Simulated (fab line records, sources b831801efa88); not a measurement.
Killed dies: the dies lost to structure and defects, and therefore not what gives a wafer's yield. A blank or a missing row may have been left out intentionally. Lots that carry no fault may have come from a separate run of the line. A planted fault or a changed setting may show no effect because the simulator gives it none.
fab line records	flow sky130
record: lots: 6	wafers: 18	last_day: 50
route steps=708 shown VT_ADJUST_NCORE@128 VT_ADJUST_HVTR@131 VT_ADJUST_PCH@143 PAD_OPEN@708
lots that met no fault: taken from a fault-free run of the same line
start_h: hours from the record's first day to the start of the lot's first wafer shown	wait_h: time in hours since the lot's previous step	" unchanged from the row above	L1.1+2: several wafers, shown together as one row	- no value, or no start given	* or withheld: withheld	< > ~ a bound
route shown NAME@n: NAME is a module with steps in the file, n the number in the route of the first one	usual: average and standard deviation across the fault-free wafers	same: alike in all rows	chamber/n: place in a boat	sites: the reading at each site	_std_site: standard deviation across them	_edge_site: the outer-site mean with the inner-site mean subtracted	radius_mm: how far each site lies from the wafer's centre	mask NAME#n: copy n	behind: the most recent tool/chamber to have shaped the wafer	hold: what put the lot on hold/how long, in hours/how the hold closed	device: the n, p or np transistor that did not switch	end of line: the same wafers' tests at the end of the route	where a step has no rows: the recipe by itself	killed: dies that structure and defects cost at the first sort, which is not the same as the wafer's yield	map: shows each die of a wafer: x if killed, . if not, _ if none is there
set.NAME: the setting that was run; set.NAME@STEP: the one run at that earlier step	model.NAME: the simulator's own value behind a step, which no gauge read
certain route steps with their lots: each step a table, each wafer a row
services: the hour from which a tool's chamber was out of use, counted from the record's first day as start_h (under 0 if before that day), plus the number of hours and why
== steps ==
step: SKY_VT_ADJUST_NCORE_IMPLANT_09
recipe: species: B	energy_kev: 10	dose_cm2: 2.4e+12	tilt_deg: withheld
step: SKY_VT_ADJUST_NCORE_STRIP_10
recipe: chemistry: O2/N2	power_w: 1400	pressure_mtorr: 1500	platen_temp_c: withheld	o2_flow_sccm: 3000	n2_flow_sccm: 300	overash_fraction: 0.5
usual: drypump_motor_current_A: 5.8/0.36	oes_product_au: 0.716/0.0049	strip_time_to_endpoint_s: 14.18/0.04
same: overash_fraction: 0.5
lot.wafer	tool	chamber	start_h	wait_h	drypump_motor_current_A	oes_product_au	rf_hours_counter_h	strip_time_to_endpoint_s
L619.1	plasma_asher-02	1	227.99	0.1	6.1	0.720	54	14.21
L619.5	"	0	"	"	5.3	0.720	-	14.20
L619.6	"	1	"	"	6.1	0.717	-	14.24
L620.1	plasma_asher-02	0	236.79	0.1	5.3	0.718	54	14.15
L620.4	"	0	"	"	5.3	0.724	-	14.13
L620.5	"	0	"	"	5.3	0.721	-	14.16
L628.3	plasma_asher-03	1	298.46	0.1	5.8	0.714	-	14.15
L628.4	"	0	"	"	6.4	0.716	-	14.09
L628.6	"	0	"	"	6.5	0.718	-	14.14
L627.1	plasma_asher-02	1	300.63	0.1	6.1	0.718	60	14.18
L627.2	"	0	"	"	5.3	0.715	60	14.12
L627.3	"	1	"	"	6.1	0.722	-	14.11
L634.2	plasma_asher-04	0	339.33	0.1	5.7	0.722	22	14.23
L634.5	"	0	"	"	5.7	0.719	-	14.20
L634.6	"	1	"	"	5.9	0.710	-	14.16
L635.1	plasma_asher-02	0	345.66	0.1	5.3	0.713	64	14.28
L635.3	"	1	"	"	6.1	0.719	-	14.24
L635.4	"	0	"	"	5.3	0.713	-	14.25
step: SKY_VT_ADJUST_NCORE_TW_MEAS_11
usual: VT_ADJUST_NCORE_TW: 218.6/1.5
lot.wafer	tool	chamber	start_h	wait_h	VT_ADJUST_NCORE_TW
L619.1	film_metro-04	-	228.09	0.1	218.2
L619.5	"	-	"	"	220.1
L619.6	"	-	"	"	220.3
L620.1	film_metro-01	-	236.89	0.1	216.1
L620.4	"	-	"	"	216.1
L620.5	"	-	"	"	216.3
L628.3	film_metro-01	-	298.55	0.1	218.3
L628.4	"	-	"	"	217.8
L628.6	"	-	"	"	217.8
L627.1	film_metro-04	-	300.73	0.1	218.8
L627.2	"	-	"	"	218.5
L627.3	"	-	"	"	218.4
L634.2	film_metro-03	-	339.44	0.1	221.0
L634.5	"	-	"	"	222.2
L634.6	"	-	"	"	221.1
L635.1	film_metro-01	-	345.76	0.1	216.3
L635.3	"	-	"	"	216.2
L635.4	"	-	"	"	216.2
step: SKY_VT_ADJUST_HVTR_DEHYDRATE_00
recipe: temp_c: 200	time_s: 60
step: SKY_VT_ADJUST_HVTR_HMDS_01
recipe: prime_time_s: 60	prime_temp_c: 120
step: SKY_VT_ADJUST_HVTR_COAT_02
recipe: resist: NOVOLAK	spin_rpm: 3000	resist_thk_nm: 1140
step: SKY_VT_ADJUST_HVTR_SOFTBAKE_03
recipe: temp_c: 90	time_s: 60	resist: NOVOLAK
step: SKY_VT_ADJUST_HVTR_EXPOSE_04
recipe: mask_id: HVTRM	target_cd_nm: 380	na: 0.6	source_shape: conventional	sigma_outer: 0.6	dose_mj: 150
step: SKY_VT_ADJUST_HVTR_PEB_05
recipe: temp_c: withheld	time_s: *	resist: NOVOLAK
step: SKY_VT_ADJUST_HVTR_DEVELOP_06
recipe: develop_time_s: 60	dev_temp_c: 23
step: SKY_VT_ADJUST_HVTR_CD_MEAS_07
recipe: target_cd_nm: 380
usual: cd_nm: 379.8/2.2
lot.wafer	tool	chamber	start_h	wait_h	cd_nm
L619.1	cd_sem-01	-	250.59	0.1	377.9
L619.5	"	-	"	"	379.7
L619.6	"	-	"	"	380.1
L620.1	cd_sem-01	-	260.59	0.1	382.3
L620.4	"	-	"	"	380.2
L620.5	"	-	"	"	382.0
L628.3	cd_sem-01	-	325.26	0.1	381.0
L628.4	"	-	"	"	380.1
L628.6	"	-	"	"	381.4
L627.1	cd_sem-01	-	326.69	0.1	384.3
L627.2	"	-	"	"	380.0
L627.3	"	-	"	"	381.8
L634.2	cd_sem-01	-	366.39	0.1	378.3
L634.5	"	-	"	"	377.7
L634.6	"	-	"	"	378.1
L635.1	cd_sem-02	-	373.28	0.1	377.2
L635.3	"	-	"	"	376.9
L635.4	"	-	"	"	375.7
step: SKY_VT_ADJUST_HVTR_OVL_MEAS_08
usual: VT_ADJUST_HVTR_OVL: -0.2/1.5
lot.wafer	tool	chamber	start_h	wait_h	VT_ADJUST_HVTR_OVL[nm]
L619.1	overlay-01	-	250.71	0.1	-3.1
L619.5	"	-	"	"	-0.4
L619.6	"	-	"	"	-2.6
L620.1	overlay-01	-	260.71	0.1	0.6
L620.4	"	-	"	"	-0.7
L620.5	"	-	"	"	-1.8
L628.3	overlay-01	-	325.36	0.1	-1.6
L628.4	"	-	"	"	0.8
L628.6	"	-	"	"	-0.7
L627.1	overlay-01	-	326.81	0.1	1.2
L627.2	"	-	"	"	-0.2
L627.3	"	-	"	"	-0.9
L634.2	overlay-02	-	366.50	0.1	3.3
L634.5	"	-	"	"	3.7
L634.6	"	-	"	"	2.3
L635.1	overlay-02	-	373.40	0.1	-2.5
L635.3	"	-	"	"	-2.4
L635.4	"	-	"	"	-1.0
step: SKY_VT_ADJUST_HVTR_IMPLANT_09
recipe: species: B	energy_kev: 10	dose_cm2: 2.1e+12	tilt_deg: withheld
usual: beam_on_s: 9.99/0.19	dose_ions_cm2: 2.0997e+12/2.3e+09	faraday_current_uA: 11.85/0.22
lot.wafer	tool	chamber	start_h	wait_h	beam_on_s	dose_ions_cm2	faraday_current_uA
L619.1	implanter-04	0	250.74	0.0	10.15	2.0987e+12	11.69
L619.5	"	0	"	"	9.92	2.0979e+12	12.00
L619.6	"	0	"	"	10.17	2.0982e+12	11.61
L620.1	implanter-01	0	260.74	0.0	10.00	2.0948e+12	11.79
L620.4	"	0	"	"	9.82	2.0993e+12	12.02
L620.5	"	0	"	"	10.01	2.099e+12	11.77
L628.3	implanter-01	0	325.43	0.1	8.34	2.1038e+12	14.15
L628.4	"	0	"	"	8.29	2.1039e+12	14.25
L628.6	"	0	"	"	8.60	2.1016e+12	13.75
L627.1	implanter-01	0	326.84	0.0	8.39	2.0988e+12	14.05
L627.2	"	0	"	"	8.53	2.1e+12	13.85
L627.3	"	0	"	"	8.17	2.0972e+12	14.51
L634.2	implanter-03	0	366.55	0.0	9.85	2.1002e+12	12.06
L634.5	"	0	"	"	10.02	2.101e+12	11.84
L634.6	"	0	"	"	9.97	2.0999e+12	11.91
L635.1	implanter-03	0	373.44	0.0	10.07	2.1001e+12	11.79
L635.3	"	0	"	"	9.58	2.1041e+12	12.37
L635.4	"	0	"	"	9.73	2.0963e+12	12.18
step: SKY_VT_ADJUST_HVTR_STRIP_10
recipe: chemistry: O2/N2	power_w: 1400	pressure_mtorr: 1500	platen_temp_c: withheld	o2_flow_sccm: 3000	n2_flow_sccm: 300	overash_fraction: 0.5
usual: drypump_motor_current_A: 5.9/0.47	oes_product_au: 0.716/0.0051	strip_time_to_endpoint_s: 14.18/0.037
same: overash_fraction: 0.5
lot.wafer	tool	chamber	start_h	wait_h	drypump_motor_current_A	oes_product_au	rf_hours_counter_h	strip_time_to_endpoint_s
L619.1	plasma_asher-03	0	250.89	0.1	6.5	0.712	53	14.20
L619.5	"	1	"	"	5.8	0.720	-	14.18
L619.6	"	0	"	"	6.5	0.713	-	14.17
L620.1	plasma_asher-02	0	260.89	0.1	5.3	0.721	57	14.17
L620.4	"	1	"	"	6.1	0.712	-	14.21
L620.5	"	0	"	"	5.3	0.713	-	14.20
L628.3	plasma_asher-03	0	325.56	0.1	6.5	0.718	-	14.20
L628.4	"	1	"	"	5.8	0.718	-	14.13
L628.6	"	1	"	"	5.8	0.719	-	14.16
L627.1	plasma_asher-03	1	326.99	0.1	5.8	0.719	61	14.16
L627.2	"	0	"	"	6.5	0.714	61	14.22
L627.3	"	0	"	"	6.5	0.717	-	14.19
L634.2	plasma_asher-03	1	366.68	0.1	5.8	0.714	65	14.23
L634.5	"	1	"	"	5.8	0.728	-	14.23
L634.6	"	0	"	"	6.5	0.722	-	14.21
L635.1	plasma_asher-03	1	373.59	0.1	5.8	0.712	65	14.18
L635.3	"	1	"	"	5.8	0.716	-	14.16
L635.4	"	0	"	"	6.5	0.718	-	14.13
step: SKY_VT_ADJUST_HVTR_TW_MEAS_11
usual: VT_ADJUST_HVTR_TW: 210.4/1.2
lot.wafer	tool	chamber	start_h	wait_h	VT_ADJUST_HVTR_TW
L619.1	film_metro-02	-	250.99	0.1	209.3
L619.5	"	-	"	"	210.1
L619.6	"	-	"	"	208.8
L620.1	film_metro-01	-	260.99	0.1	210.3
L620.4	"	-	"	"	210.2
L620.5	"	-	"	"	210.9
L628.3	film_metro-04	-	325.65	0.1	199.0
L628.4	"	-	"	"	198.6
L628.6	"	-	"	"	198.9
L627.1	film_metro-02	-	327.09	0.1	202.5
L627.2	"	-	"	"	200.3
L627.3	"	-	"	"	201.5
L634.2	film_metro-01	-	366.79	0.1	208.5
L634.5	"	-	"	"	208.7
L634.6	"	-	"	"	210.0
L635.1	film_metro-01	-	373.69	0.1	209.8
L635.3	"	-	"	"	209.7
L635.4	"	-	"	"	209.5
step: SKY_VT_ADJUST_PCH_DEHYDRATE_00
recipe: temp_c: 200	time_s: 60
step: SKY_PAD_OPEN_PROBE_99
usual: killed_at_M0_to_M3: 42/6.4	killed_at_M4_up: 3.0/2	killed_at_contacts: 24/5.2	killed_at_front_end: 14/4.2	killed_at_other: 0.4/0.72	killed_dies: 84/9	killed_open: 46/6.6	killed_short: 38/6
same: gross_dies: 492	killed_at_back_side: 0
lot.wafer	tool	chamber	start_h	wait_h	killed_at_M0_to_M3	killed_at_M4_up	killed_at_contacts	killed_at_front_end	killed_at_other	killed_dies	killed_open	killed_short	model.etest.pfet_01v8_mvt.drive_ua_um	model.etest.pfet_01v8_mvt.off_log10_a_um	model.etest.pfet_01v8_mvt.vt_sat_v	model.etest.pfet_01v8_mvt.vt_v	model.etest.pfet_01v8_mvt.vt_long_v
L619.1	prober-02	-	1118.26	0.1	49	3	23	15	0	90	50	39	150.9	-10.54	-0.5565	-0.6436	-0.8521
L619.5	prober-02	-	1118.46	0.2	44	5	25	17	0	91	45	45	153.8	-10.42	-0.5398	-0.634	-0.843
L619.6	prober-02	-	1118.51	0.2	42	3	26	14	0	85	55	30	152.6	-10.65	-0.555	-0.6442	-0.8495
L620.1	prober-01	-	1125.38	0.1	27	5	23	16	1	72	38	33	152.6	-10.59	-0.5616	-0.6518	-0.8618
L620.4	prober-01	-	1125.53	0.2	50	0	13	18	0	81	43	38	150.6	-10.68	-0.5652	-0.6554	-0.8691
L620.5	prober-01	-	1125.58	0.2	39	1	27	15	0	82	45	37	152.6	-10.57	-0.5591	-0.6502	-0.8623
L628.3	prober-01	-	1169.81	0.2	39	1	22	20	0	82	45	37	145.2	-11.23	-0.6105	-0.6884	-0.893
L628.4	prober-01	-	1169.86	0.2	47	2	22	11	0	82	47	35	144.1	-11.3	-0.6177	-0.6967	-0.8942
L628.6	prober-01	-	1169.96	0.2	43	5	23	14	0	85	48	37	147	-11.19	-0.613	-0.6923	-0.8917
L627.1	prober-02	-	1172.51	0.1	47	0	25	21	1	94	53	41	152.6	-10.92	-0.5886	-0.6707	-0.8724
L627.2	prober-02	-	1172.56	0.1	41	3	25	19	0	88	47	41	152.8	-10.83	-0.5842	-0.6686	-0.8692
L627.3	prober-02	-	1172.61	0.2	51	2	36	12	0	101	48	53	150	-10.92	-0.5904	-0.6743	-0.8734
L634.2	prober-02	-	1197.37	0.1	41	9	16	15	0	81	41	40	151.4	-10.64	-0.5585	-0.6519	-0.8615
L634.5	prober-02	-	1197.52	0.2	53	3	28	17	2	103	48	55	148.3	-10.82	-0.5662	-0.6577	-0.8682
L634.6	prober-02	-	1197.57	0.2	51	4	24	17	1	97	54	43	149.8	-10.49	-0.555	-0.6453	-0.8607
L635.1	prober-01	-	1200.19	0.1	35	2	13	8	1	59	35	23	149.6	-10.83	-0.569	-0.655	-0.8582
L635.3	prober-01	-	1200.29	0.2	43	0	26	14	1	84	53	30	148.9	-10.91	-0.5809	-0.6622	-0.8614
L635.4	prober-01	-	1200.34	0.2	39	1	19	14	1	74	38	36	149.7	-10.72	-0.5782	-0.6619	-0.8662
killed by level:class
L619.1 CONTACT:geometric_particle:open=11 VIA1:geometric_particle:open=9 METAL2:geometric_particle:short=8 METAL1:geometric_particle:short=7 FIELD_ISO:geometric_particle:open=6 LI_CONTACT:geometric_particle:open=6 VIA3:geometric_particle:open=5 METAL1:geometric_particle:open=4
L619.5 VIA1:geometric_particle:open=11 LI_CONTACT:geometric_particle:open=6 CONTACT:geometric_particle:open=6 VIA2:geometric_particle:open=6 FIELD_ISO:geometric_particle:open=5 LOCAL_INTERCONNECT:geometric_particle:short=5 CONTACT:geometric_particle:short=5 METAL1:geometric_particle:short=5
L619.6 CONTACT:geometric_particle:open=10 VIA1:geometric_particle:open=9 LI_CONTACT:geometric_particle:open=8 VIA3:geometric_particle:open=7 VIA2:geometric_particle:open=6 FIELD_ISO:geometric_particle:short=5 POLY_GATE:geometric_particle:open=5 LOCAL_INTERCONNECT:geometric_particle:short=5
L620.1 FIELD_ISO:geometric_particle:short=8 CONTACT:geometric_particle:open=8 LI_CONTACT:geometric_particle:open=6 CONTACT:geometric_particle:short=6 METAL2:geometric_particle:short=6 VIA1:geometric_particle:open=5 VIA3:geometric_particle:open=5 METAL1:geometric_particle:open=4
L620.4 VIA2:geometric_particle:open=9 METAL1:geometric_particle:short=6 VIA1:geometric_particle:open=6 METAL2:geometric_particle:short=5 VIA3:geometric_particle:short=5 FIELD_ISO:geometric_particle:short=4 FIELD_ISO:geometric_particle:open=4 POLY_GATE:geometric_particle:open=4
L620.5 CONTACT:geometric_particle:open=9 LI_CONTACT:geometric_particle:open=8 VIA2:geometric_particle:open=7 CONTACT:geometric_particle:short=6 VIA3:geometric_particle:open=6 FIELD_ISO:geometric_particle:short=5 METAL1:geometric_particle:open=4 POLY_GATE:geometric_particle:short=4
L628.3 VIA1:geometric_particle:open=10 LI_CONTACT:geometric_particle:open=8 CONTACT:geometric_particle:open=6 FIELD_ISO:geometric_particle:short=5 VIA2:geometric_particle:open=5 LOCAL_INTERCONNECT:geometric_particle:short=4 METAL1:geometric_particle:short=4 METAL2:geometric_particle:short=4
L628.4 VIA1:geometric_particle:open=10 CONTACT:geometric_particle:open=10 VIA1:geometric_particle:short=7 VIA3:geometric_particle:open=6 LI_CONTACT:geometric_particle:open=5 VIA2:geometric_particle:open=5 METAL2:geometric_particle:short=5 METAL3:geometric_particle:short=4
L628.6 VIA2:geometric_particle:open=13 CONTACT:geometric_particle:open=8 VIA1:geometric_particle:open=7 VIA3:geometric_particle:open=6 LI_CONTACT:geometric_particle:open=5 CONTACT:geometric_particle:short=5 METAL3:geometric_particle:short=5 VIA3:geometric_particle:short=5
L627.1 CONTACT:geometric_particle:open=12 VIA3:geometric_particle:open=9 LI_CONTACT:geometric_particle:open=7 VIA1:geometric_particle:open=7 VIA1:geometric_particle:short=6 FIELD_ISO:geometric_particle:short=5 METAL3:geometric_particle:short=5 METAL1:geometric_particle:short=5
L627.2 CONTACT:geometric_particle:open=10 VIA1:geometric_particle:open=9 LI_CONTACT:geometric_particle:open=7 VIA1:geometric_particle:short=7 LOCAL_INTERCONNECT:geometric_particle:short=6 VIA2:geometric_particle:open=6 METAL1:geometric_particle:short=5 VIA3:geometric_particle:open=5
L627.3 VIA1:geometric_particle:open=10 LI_CONTACT:geometric_particle:open=9 CONTACT:geometric_particle:open=8 METAL1:geometric_particle:short=7 CONTACT:geometric_particle:short=7 METAL2:geometric_particle:short=7 LI_CONTACT:geometric_particle:short=6 VIA3:geometric_particle:open=6
L634.2 VIA1:geometric_particle:open=8 VIA2:geometric_particle:open=6 CONTACT:geometric_particle:open=6 VIA3:geometric_particle:open=6 METAL4:geometric_particle:short=6 FIELD_ISO:geometric_particle:short=5 METAL1:geometric_particle:short=5 VIA1:geometric_particle:short=5
L634.5 METAL1:geometric_particle:short=11 VIA2:geometric_particle:open=9 VIA1:geometric_particle:open=8 LI_CONTACT:geometric_particle:open=8 CONTACT:geometric_particle:short=7 LI_CONTACT:geometric_particle:short=6 CONTACT:geometric_particle:open=6 VIA3:geometric_particle:open=6
L634.6 VIA1:geometric_particle:open=11 CONTACT:geometric_particle:open=10 VIA2:geometric_particle:open=8 FIELD_ISO:geometric_particle:short=7 VIA3:geometric_particle:open=7 VIA1:geometric_particle:short=5 LOCAL_INTERCONNECT:geometric_particle:short=4 VIA3:geometric_particle:short=4
L635.1 VIA1:geometric_particle:open=12 CONTACT:geometric_particle:open=6 METAL2:geometric_particle:short=5 VIA3:geometric_particle:open=4 LOCAL_INTERCONNECT:geometric_particle:short=3 METAL1:geometric_particle:short=3 POLY_GATE:geometric_particle:short=2 SPACER:geometric_particle:open=2
L635.3 VIA1:geometric_particle:open=13 VIA3:geometric_particle:open=10 LI_CONTACT:geometric_particle:open=9 FIELD_ISO:geometric_particle:open=6 LOCAL_INTERCONNECT:geometric_particle:short=6 CONTACT:geometric_particle:open=5 CONTACT:geometric_particle:short=4 METAL1:geometric_particle:short=4
L635.4 VIA1:geometric_particle:open=9 CONTACT:geometric_particle:open=7 LI_CONTACT:geometric_particle:open=6 POLY_GATE:geometric_particle:short=5 METAL1:geometric_particle:short=5 METAL2:geometric_particle:short=5 VIA2:geometric_particle:open=4 VIA3:geometric_particle:open=4
== services ==
tool	chamber	start_h	hours	kind
plasma_asher-03	-	230.10	2.5	repair
implanter-04	-	259.89	6.4	repair
plasma_asher-02	-	266.38	7.5	repair
implanter-03	-	292.03	9.4	pm
implanter-03	-	305.80	1.5	repair
plasma_asher-04	-	320.83	0.8	repair
plasma_asher-03	-	332.09	1.1	repair
implanter-01	-	337.04	4.3	pm
implanter-01	-	341.87	1.5	repair
implanter-04	-	371.80	5.5	pm
== key ==
first_sign: step: SKY_VT_ADJUST_HVTR_IMPLANT_09	reading: faraday_current_uA	direction: up	sigmas: 10	usual: 11.85	struck: 14.09
effect: step: SKY_VT_ADJUST_HVTR_IMPLANT_09	reading: beam_on_s	direction: down	sigmas: 8.5	usual: 9.99	struck: 8.39
effect: step: SKY_VT_ADJUST_HVTR_TW_MEAS_11	reading: VT_ADJUST_HVTR_TW	direction: down	sigmas: 8.7	usual: 210.4	struck: 200.1
model_effect: step: SKY_PAD_OPEN_PROBE_99	value: etest.pfet_01v8_mvt.drive_ua_um	without: 155.2	struck: 148.6
met_at SKY_VT_ADJUST_HVTR_IMPLANT_09
struck_wafers L627.1,L627.2,L627.3,L628.3,L628.4,L628.6
tester_left_out L627,L628
onset_between 260.74 325.43
fault: kind: process_parameter_drift	tool: implanter-01	chamber: -	onset_h: 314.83	steps: SKY_VT_ADJUST_HVTR_IMPLANT_09	channel: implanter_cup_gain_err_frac	offset: 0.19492	shape: step	end_h: 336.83
tester_left_out: of these lots the tester's yield and bins aren't shown, on N5 and GAA mostly nor the transistor test; their killed dies are dies lost to structure and defects alone, not to doping, threshold or leakage, so they don't give the yield
